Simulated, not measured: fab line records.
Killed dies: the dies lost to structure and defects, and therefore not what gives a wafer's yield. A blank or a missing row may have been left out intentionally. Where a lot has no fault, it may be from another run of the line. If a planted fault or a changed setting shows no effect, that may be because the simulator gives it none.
fab line records	flow sky130
record: lots: 5	wafers: 15	lastDay: 49
route steps=708 shown VT_ADJUST_LVTN@105 VT_ADJUST_NCORE@119 VT_ADJUST_HVTR@131 PAD_OPEN@708
lots untouched by any fault: they come from a run of this same line in which no faults occurred
startH: hours from the record's first day to the start of the lot's first wafer shown	waitH: hours from the lot's prior step to this one	" same as the row above	L1.1+2: one row covering several wafers at once	- no value present, or no start provided	* or withheld: withheld	< > ~ a bound
route shown NAME@n: names a module that has steps shown in the file, with the first one's number in the route	usual: average and standard deviation across the fault-free wafers	same: alike in all rows	chamber/n: place in a boat	sites: the reading at each site	_std_site: standard deviation across them	_edge_site: mean of outer sites minus mean of inner sites	radiusMm: how far each site lies from the wafer's centre	mask NAME#n: copy n	behind: the most recent tool/chamber to have shaped the wafer	hold: cause of the lot's hold/its duration in hours/its outcome	device: the transistor (n, p or np) that didn't switch	end of line: tests of these same wafers at the route's end	step lacking rows: just its recipe	killed: at the first sort, the dies lost to defects and structure; wafer yield is something else	map: a wafer's dies, marking killed ones x, the rest . and places with no die _
set.NAME: the run value of the setting; set.NAME@STEP: its run value at that earlier step	model.NAME: the simulator's own value behind a step, which no gauge read
lots at selected steps of the route; one table per step, one row per wafer
services: the hour from which a tool's chamber was out of use, counted from the record's first day as startH (under 0 if before that day), plus the number of hours and why
== steps ==
step: SKY_VT_ADJUST_LVTN_IMPLANT_08
recipe: species: B	energyKev: 30	doseCm2: 1.57e+12	tiltDeg: withheld
step: SKY_VT_ADJUST_LVTN_STRIP_09
recipe: chemistry: O2/N2	powerW: 1400	pressureMtorr: 1500	platenTempC: withheld	o2FlowSccm: 3000	n2FlowSccm: 300	overashFraction: 0.5
usual: drypumpMotorCurrentA: 5.5/0.47	o2FlowSccm: 3000/8.8	oesProductAu: 0.723/0.0043	stripTimeToEndpointS: 36.94/0.1
lot.wafer	tool	chamber	startH	waitH	drypumpMotorCurrentA	o2FlowSccm	oesProductAu	rfHoursCounterH	stripTimeToEndpointS
L684.1	plasmaAsher-01	0	145.00	0.1	5.0	2995	0.723	47	36.93
L684.5	"	0	"	"	4.9	3007	0.730	-	36.99
L684.6	"	1	"	"	6.1	3015	0.719	-	36.97
L686.3	plasmaAsher-01	1	157.83	0.1	6.1	3014	0.721	-	37.04
L686.4	"	0	"	"	4.9	3004	0.714	-	36.89
L686.5	"	0	"	"	5.0	2990	0.726	-	36.86
L688.1	plasmaAsher-04	0	171.17	0.1	5.0	3003	0.732	37	36.94
L688.2	"	1	"	"	6.4	3002	0.720	37	36.99
L688.4	"	1	"	"	6.4	3008	0.728	-	37.03
L698.4	plasmaAsher-04	1	235.13	0.1	6.3	3000	0.723	-	37.17
L698.5	"	1	"	"	6.3	3003	0.722	-	37.09
L698.6	"	0	"	"	5.0	2999	0.719	-	37.20
L700.2	plasmaAsher-04	0	245.94	0.1	5.0	2988	0.725	45	37.04
L700.3	"	1	"	"	6.3	3003	0.728	-	37.00
L700.4	"	0	"	"	5.0	2999	0.729	-	37.05
step: SKY_VT_ADJUST_LVTN_TW_MEAS_10
usual: VT_ADJUST_LVTN_TW: 241.6/1.3
lot.wafer	tool	chamber	startH	waitH	VT_ADJUST_LVTN_TW
L684.1	filmMetro-03	-	145.10	0.1	240.0
L684.5	"	-	"	"	240.6
L684.6	"	-	"	"	240.4
L686.3	filmMetro-03	-	157.92	0.1	240.5
L686.4	"	-	"	"	240.8
L686.5	"	-	"	"	239.6
L688.1	filmMetro-02	-	171.27	0.1	240.3
L688.2	"	-	"	"	242.0
L688.4	"	-	"	"	241.5
L698.4	filmMetro-03	-	235.22	0.1	240.8
L698.5	"	-	"	"	241.3
L698.6	"	-	"	"	241.1
L700.2	filmMetro-03	-	246.05	0.1	240.8
L700.3	"	-	"	"	241.3
L700.4	"	-	"	"	239.7
step: SKY_VT_ADJUST_LVTN_DEHYDRATE_11
recipe: tempC: 200	timeS: 60
step: SKY_VT_ADJUST_LVTN_HMDS_12
recipe: primeTimeS: 60	primeTempC: 120
step: SKY_VT_ADJUST_LVTN_COAT_13
recipe: resist: NOVOLAK	spinRpm: 3000	resistThkNm: 1140
step: SKY_VT_ADJUST_LVTN_SOFTBAKE_14
recipe: tempC: 90	timeS: 60	resist: NOVOLAK
step: SKY_VT_ADJUST_LVTN_EXPOSE_15
recipe: maskId: HVN_STD_DERIVED	na: 0.6	sourceShape: conventional	sigmaOuter: 0.6	polarization: unpolarized	targetCdNm: 600	doseMj: 163
step: SKY_VT_ADJUST_LVTN_PEB_16
recipe: tempC: withheld	timeS: *	resist: NOVOLAK
step: SKY_VT_ADJUST_LVTN_DEVELOP_17
recipe: resist: NOVOLAK	developer: TMAH	developTimeS: 60	devTempC: 23
step: SKY_VT_ADJUST_LVTN_OVL_MEAS_18
usual: VT_ADJUST_LVTN_01_OVL: -0.3/1.3
lot.wafer	tool	chamber	startH	waitH	VT_ADJUST_LVTN_01_OVL[nm]
L684.1	overlay-01	-	164.38	0.1	-1.6
L684.5	"	-	"	"	-0.3
L684.6	"	-	"	"	-0.9
L686.3	overlay-02	-	177.60	0.1	-1.0
L686.4	"	-	"	"	-1.1
L686.5	"	-	"	"	-0.4
L688.1	overlay-02	-	192.36	0.1	0.0
L688.2	"	-	"	"	-0.6
L688.4	"	-	"	"	-1.7
L698.4	overlay-01	-	258.25	0.1	-1.6
L698.5	"	-	"	"	-1.2
L698.6	"	-	"	"	-1.2
L700.2	overlay-01	-	269.42	0.1	1.8
L700.3	"	-	"	"	0.6
L700.4	"	-	"	"	-0.7
step: SKY_VT_ADJUST_LVTN_IMPLANT_19
recipe: species: B	energyKev: 30	doseCm2: 6.5e+11	tiltDeg: withheld
step: SKY_VT_ADJUST_LVTN_STRIP_20
recipe: chemistry: O2/N2	powerW: 1400	pressureMtorr: 1500	platenTempC: withheld	o2FlowSccm: 3000	n2FlowSccm: 300	overashFraction: 0.5
usual: drypumpMotorCurrentA: 5.6/0.58	o2FlowSccm: 3001/8.4	oesProductAu: 0.716/0.0042	stripTimeToEndpointS: 14.18/0.04
lot.wafer	tool	chamber	startH	waitH	drypumpMotorCurrentA	o2FlowSccm	oesProductAu	rfHoursCounterH	stripTimeToEndpointS	model.NOVOLAK_of_VT_ADJUST_LVTN_COAT_13.thkNm
L684.1	plasmaAsher-02	1	164.57	0.1	5.7	2983	0.717	5	14.19	0
L684.5	"	0	"	"	5.3	3007	0.718	-	14.26	0
L684.6	"	1	"	"	5.7	2993	0.724	-	14.18	0
L686.3	plasmaAsher-04	1	177.80	0.1	6.4	2986	0.714	-	14.17	0
L686.4	"	0	"	"	5.0	2996	0.712	-	14.21	0
L686.5	"	1	"	"	6.4	3007	0.710	-	14.22	0
L688.1	plasmaAsher-02	0	192.55	0.1	5.3	2993	0.923	7	-	702.1
L688.2	"	1	"	"	5.7	3001	0.931	7	-	705.5
L688.4	"	0	"	"	5.3	2996	0.900	-	-	704.6
L698.4	plasmaAsher-04	0	258.45	0.1	5.0	2993	0.711	-	14.20	0
L698.5	"	0	"	"	5.0	2999	0.719	-	14.20	0
L698.6	"	1	"	"	6.3	2998	0.707	-	14.20	0
L700.2	plasmaAsher-04	1	269.60	0.1	6.3	2991	0.711	47	14.10	0
L700.3	"	0	"	"	5.0	3005	0.722	-	14.12	0
L700.4	"	1	"	"	6.3	3006	0.717	-	14.07	0
step: SKY_VT_ADJUST_LVTN_TW_MEAS_21
usual: VT_ADJUST_LVTN_2_TW: 188.8/1.3
lot.wafer	tool	chamber	startH	waitH	VT_ADJUST_LVTN_2_TW
L684.1	filmMetro-04	-	164.67	0.1	190.8
L684.5	"	-	"	"	191.1
L684.6	"	-	"	"	190.4
L686.3	filmMetro-03	-	177.89	0.1	186.8
L686.4	"	-	"	"	187.7
L686.5	"	-	"	"	188.6
L688.1	filmMetro-04	-	192.65	0.1	190.0
L688.2	"	-	"	"	190.7
L688.4	"	-	"	"	190.1
L698.4	filmMetro-02	-	258.55	0.1	188.1
L698.5	"	-	"	"	188.7
L698.6	"	-	"	"	189.0
L700.2	filmMetro-03	-	269.71	0.1	187.7
L700.3	"	-	"	"	187.0
L700.4	"	-	"	"	188.2
step: SKY_VT_ADJUST_NCORE_DEHYDRATE_00
recipe: tempC: 200	timeS: 60
step: SKY_VT_ADJUST_NCORE_HMDS_01
recipe: primeTimeS: 60	primeTempC: 120
step: SKY_VT_ADJUST_NCORE_COAT_02
recipe: resist: NOVOLAK	spinRpm: 3000	resistThkNm: 1140
step: SKY_VT_ADJUST_NCORE_SOFTBAKE_03
recipe: tempC: 90	timeS: 60	resist: NOVOLAK
step: SKY_VT_ADJUST_NCORE_EXPOSE_04
recipe: maskId: LVTN_COMPLEMENT_THIN	na: 0.6	sourceShape: conventional	sigmaOuter: 0.6	polarization: unpolarized	targetCdNm: 380	doseMj: 139
step: SKY_VT_ADJUST_NCORE_PEB_05
recipe: tempC: withheld	timeS: *	resist: NOVOLAK
step: SKY_VT_ADJUST_NCORE_DEVELOP_06
recipe: resist: NOVOLAK	developer: TMAH	developTimeS: 60	devTempC: 23
step: SKY_VT_ADJUST_NCORE_CD_MEAS_07
recipe: targetCdNm: 380
usual: cdNm: 380.3/2.6
lot.wafer	tool	chamber	startH	waitH	cdNm
L684.1	cdSem-01	-	185.60	0.1	385.0
L684.5	"	-	"	"	385.1
L684.6	"	-	"	"	386.9
L686.3	cdSem-01	-	200.20	0.1	377.3
L686.4	"	-	"	"	377.6
L686.5	"	-	"	"	377.4
L688.1	cdSem-01	-	215.01	0.1	378.4
L688.2	"	-	"	"	379.6
L688.4	"	-	"	"	381.7
L698.4	cdSem-02	-	283.27	0.1	379.0
L698.5	"	-	"	"	379.4
L698.6	"	-	"	"	376.8
L700.2	cdSem-01	-	294.47	0.1	379.2
L700.3	"	-	"	"	381.1
L700.4	"	-	"	"	379.4
step: SKY_VT_ADJUST_NCORE_OVL_MEAS_08
usual: VT_ADJUST_NCORE_OVL: 1.7/1.4
lot.wafer	tool	chamber	startH	waitH	VT_ADJUST_NCORE_OVL[nm]
L684.1	overlay-02	-	185.72	0.1	-0.2
L684.5	"	-	"	"	0.9
L684.6	"	-	"	"	-0.1
L686.3	overlay-01	-	200.29	0.1	2.5
L686.4	"	-	"	"	2.5
L686.5	"	-	"	"	2.3
L688.1	overlay-01	-	215.13	0.1	3.0
L688.2	"	-	"	"	2.0
L688.4	"	-	"	"	2.7
L698.4	overlay-02	-	283.35	0.1	4.2
L698.5	"	-	"	"	3.4
L698.6	"	-	"	"	3.6
L700.2	overlay-01	-	294.58	0.1	-1.0
L700.3	"	-	"	"	0.3
L700.4	"	-	"	"	1.2
step: SKY_VT_ADJUST_NCORE_IMPLANT_09
recipe: species: B	energyKev: 10	doseCm2: 2.4e+12	tiltDeg: withheld
step: SKY_VT_ADJUST_NCORE_STRIP_10
recipe: chemistry: O2/N2	powerW: 1400	pressureMtorr: 1500	platenTempC: withheld	o2FlowSccm: 3000	n2FlowSccm: 300	overashFraction: 0.5
usual: drypumpMotorCurrentA: 5.6/0.45	o2FlowSccm: 3001/9	oesProductAu: 0.715/0.0045	stripTimeToEndpointS: 14.18/0.039
lot.wafer	tool	chamber	startH	waitH	drypumpMotorCurrentA	o2FlowSccm	oesProductAu	rfHoursCounterH	stripTimeToEndpointS
L684.1	plasmaAsher-03	0	185.91	0.1	5.5	3002	0.722	45	14.22
L684.5	"	1	"	"	5.8	3003	0.716	-	14.25
L684.6	"	0	"	"	5.6	3004	0.719	-	14.19
L686.3	plasmaAsher-03	1	200.50	0.1	5.8	2995	0.713	-	14.23
L686.4	"	0	"	"	5.5	3007	0.716	-	14.22
L686.5	"	1	"	"	5.8	3005	0.711	-	14.21
L688.1	plasmaAsher-04	0	215.32	0.1	5.1	2995	0.713	42	24.73
L688.2	"	1	"	"	6.3	3003	0.720	42	24.78
L688.4	"	0	"	"	5.0	3002	0.711	-	24.75
L698.4	plasmaAsher-04	0	283.55	0.1	5.1	2988	0.715	-	14.22
L698.5	"	0	"	"	5.1	3000	0.709	-	14.24
L698.6	"	1	"	"	6.3	3010	0.713	-	14.25
L700.2	plasmaAsher-04	0	294.76	0.1	5.0	3011	0.714	50	14.23
L700.3	"	1	"	"	6.3	2999	0.721	-	14.17
L700.4	"	0	"	"	5.0	2999	0.723	-	14.19
step: SKY_VT_ADJUST_NCORE_TW_MEAS_11
usual: VT_ADJUST_NCORE_TW: 220.4/1.6
lot.wafer	tool	chamber	startH	waitH	VT_ADJUST_NCORE_TW
L684.1	filmMetro-01	-	186.01	0.1	222.7
L684.5	"	-	"	"	221.3
L684.6	"	-	"	"	220.7
L686.3	filmMetro-03	-	200.59	0.1	218.4
L686.4	"	-	"	"	216.7
L686.5	"	-	"	"	217.7
L688.1	filmMetro-01	-	215.42	0.1	30.3
L688.2	"	-	"	"	30.2
L688.4	"	-	"	"	30.0
L698.4	filmMetro-03	-	283.65	0.1	220.3
L698.5	"	-	"	"	217.8
L698.6	"	-	"	"	217.8
L700.2	filmMetro-03	-	294.87	0.1	217.7
L700.3	"	-	"	"	219.6
L700.4	"	-	"	"	219.4
step: SKY_VT_ADJUST_HVTR_DEHYDRATE_00
recipe: tempC: 200	timeS: 60
step: SKY_PAD_OPEN_PROBE_99
lot.wafer	tool	chamber	startH	waitH	model.etest.nfet_16v.rOnOhmUm	model.etest.pfet_16v.rOnOhmUm	model.etest.pfetG5v0d10v5.rOnOhmUm	model.etest.tipP.rsOhmSq	model.etest.pfet_01v8.rOnOhmUm	model.etest.tip_p_5v.rsOhmSq	model.etest.pfetG5v0d10v5.driveUaUm	model.etest.sramNfetPass.driveUaUm
L684.1	prober-02	-	1082.61	0.1	1.424e+04	1.529e+04	4776	6974	3056	2874	342.1	461.5
L684.5	prober-02	-	1082.81	0.2	1.408e+04	1.562e+04	4679	6954	3026	2860	347.3	471
L684.6	prober-02	-	1082.86	0.2	1.403e+04	1.536e+04	4641	7045	2940	2853	348.2	490.9
L686.3	prober-02	-	1097.17	0.2	1.386e+04	1.516e+04	4699	6875	2879	2868	345.9	470.4
L686.4	prober-02	-	1097.22	0.2	1.389e+04	1.529e+04	4737	6878	2857	2840	346.9	481.4
L686.5	prober-02	-	1097.27	0.2	1.389e+04	1.512e+04	4660	6817	2883	2849	348.6	473
L688.1	prober-02	-	1115.78	0.1	1.287e+04	1.792e+04	6238	7781	3436	3098	236.8	535.9
L688.2	prober-02	-	1115.83	0.1	1.297e+04	1.808e+04	6248	7754	3550	3127	235	559.2
L688.4	prober-02	-	1115.93	0.2	1.29e+04	1.775e+04	6142	7786	3413	3120	238.7	562.5
L698.4	prober-01	-	1171.62	0.2	1.432e+04	1.506e+04	4755	6847	2953	2828	348.8	460.7
L698.5	prober-01	-	1171.67	0.2	1.428e+04	1.491e+04	4731	6858	2894	2825	346.3	488.5
L698.6	prober-01	-	1171.72	0.2	1.426e+04	1.47e+04	4685	6882	2917	2836	348.9	478.6
L700.2	prober-02	-	1177.36	0.1	1.415e+04	1.604e+04	4921	6966	2917	2890	331	483.2
L700.3	prober-02	-	1177.41	0.2	1.396e+04	1.602e+04	4838	7027	2930	2910	332.5	472
L700.4	prober-02	-	1177.46	0.2	1.415e+04	1.618e+04	4894	6958	2960	2885	333.3	499.9
killed by level:class
L684.1 VIA1:geometricParticle:open=12 VIA3:geometricParticle:open=8 CONTACT:geometricParticle:open=7 METAL4:geometricParticle:short=6 VIA3:geometricParticle:short=6 LOCAL_INTERCONNECT:geometricParticle:short=5 LI_CONTACT:geometricParticle:open=4 POLY_GATE:geometricParticle:short=4
L684.5 VIA1:geometricParticle:open=12 VIA3:geometricParticle:open=11 LI_CONTACT:geometricParticle:open=9 CONTACT:geometricParticle:open=8 CONTACT:geometricParticle:short=6 FIELD_ISO:geometricParticle:open=5 VIA1:geometricParticle:short=4 VIA2:geometricParticle:open=4
L684.6 VIA1:geometricParticle:open=12 FIELD_ISO:geometricParticle:open=8 METAL1:geometricParticle:short=7 VIA2:geometricParticle:open=7 POLY_GATE:geometricParticle:short=6 VIA1:geometricParticle:short=6 CONTACT:geometricParticle:open=6 LI_CONTACT:geometricParticle:open=5
L686.3 LI_CONTACT:geometricParticle:open=10 CONTACT:geometricParticle:open=8 VIA1:geometricParticle:open=6 FIELD_ISO:geometricParticle:open=5 FIELD_ISO:geometricParticle:short=4 POLY_GATE:geometricParticle:short=4 VIA2:geometricParticle:open=4 CONTACT:geometricParticle:short=4
L686.4 LI_CONTACT:geometricParticle:open=8 CONTACT:geometricParticle:open=8 VIA2:geometricParticle:open=6 CONTACT:geometricParticle:short=6 METAL1:geometricParticle:short=6 VIA1:geometricParticle:open=5 LOCAL_INTERCONNECT:geometricParticle:short=5 METAL2:geometricParticle:short=5
L686.5 VIA1:geometricParticle:open=13 LI_CONTACT:geometricParticle:open=8 CONTACT:geometricParticle:open=7 METAL4:geometricParticle:short=7 METAL2:geometricParticle:short=6 VIA3:geometricParticle:open=6 FIELD_ISO:geometricParticle:open=5 VIA2:geometricParticle:open=5
L698.4 LI_CONTACT:geometricParticle:open=5 CONTACT:geometricParticle:open=5 VIA3:geometricParticle:open=5 CONTACT:geometricParticle:short=4 VIA1:geometricParticle:open=4 VIA2:geometricParticle:open=4 FIELD_ISO:geometricParticle:short=3 FIELD_ISO:geometricParticle:open=3
L698.5 VIA1:geometricParticle:open=10 CONTACT:geometricParticle:open=7 VIA3:geometricParticle:open=7 FIELD_ISO:geometricParticle:open=5 CONTACT:geometricParticle:short=5 METAL1:geometricParticle:short=5 VIA2:geometricParticle:short=4 VIA3:geometricParticle:short=4
L698.6 VIA2:geometricParticle:open=8 VIA3:geometricParticle:open=8 VIA1:geometricParticle:open=7 VIA1:geometricParticle:short=6 VIA2:geometricParticle:short=6 FIELD_ISO:geometricParticle:short=5 METAL1:geometricParticle:short=5 METAL4:geometricParticle:short=5
L700.2 CONTACT:geometricParticle:open=10 LI_CONTACT:geometricParticle:open=8 VIA1:geometricParticle:open=7 METAL2:geometricParticle:short=7 VIA2:geometricParticle:short=5 VIA1:geometricParticle:short=5 LOCAL_INTERCONNECT:geometricParticle:short=4 VIA2:geometricParticle:open=4
L700.3 VIA2:geometricParticle:open=12 CONTACT:geometricParticle:open=9 VIA1:geometricParticle:open=7 VIA3:geometricParticle:open=7 POLY_GATE:geometricParticle:open=6 POLY_GATE:geometricParticle:short=5 LOCAL_INTERCONNECT:geometricParticle:short=5 METAL1:geometricParticle:short=5
L700.4 CONTACT:geometricParticle:open=12 VIA3:geometricParticle:open=11 LI_CONTACT:geometricParticle:open=7 METAL2:geometricParticle:short=7 VIA1:geometricParticle:short=6 VIA1:geometricParticle:open=6 CONTACT:geometricParticle:short=5 POLY_GATE:geometricParticle:open=4
== services ==
tool	chamber	startH	hours	kind
plasmaAsher-02	-	130.40	1.4	repair
plasmaAsher-02	-	193.60	2.8	repair
== key ==
firstSign: step: SKY_VT_ADJUST_LVTN_STRIP_20	reading: oesProductAu	direction: up	sigmas: 48	usual: 0.716	struck: 0.918
effect: step: SKY_VT_ADJUST_NCORE_STRIP_10	reading: stripTimeToEndpointS	direction: up	sigmas: 99+	usual: *	struck: *
effect: step: SKY_VT_ADJUST_NCORE_TW_MEAS_11	reading: VT_ADJUST_NCORE_TW	direction: down	sigmas: 99+	usual: 220.4	struck: 30.2
modelEffect: step: SKY_VT_ADJUST_LVTN_STRIP_20	value: NOVOLAK_of_VT_ADJUST_LVTN_COAT_13.thkNm	without: 0	struck: 704.1
modelEffect: step: SKY_PAD_OPEN_PROBE_99	value: etest.nfet_16v.rOnOhmUm	without: 1.466e+04	struck: 1.292e+04
metAt SKY_VT_ADJUST_LVTN_STRIP_20
struckWafers L688.1,L688.2,L688.4
sortLeftOut L688.1,L688.2,L688.4
testerLeftOut L688
onsetBetween 164.57 192.55
fault: kind: stripAborted	tool: plasmaAsher-02	chamber: -	onsetH: 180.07	steps: SKY_VT_ADJUST_LVTN_STRIP_20	offset: 0.84842	endH: 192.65
testerLeftOut: of these lots the tester's yield and bins aren't shown, on N5 and GAA mostly nor the transistor test; their killed dies are dies lost to structure and defects alone, not to doping, threshold or leakage, so they don't give the yield
sortLeftOut: the simulated sort isn't trusted on such a fault, so these wafers' sort isn't shown, and their yield isn't known
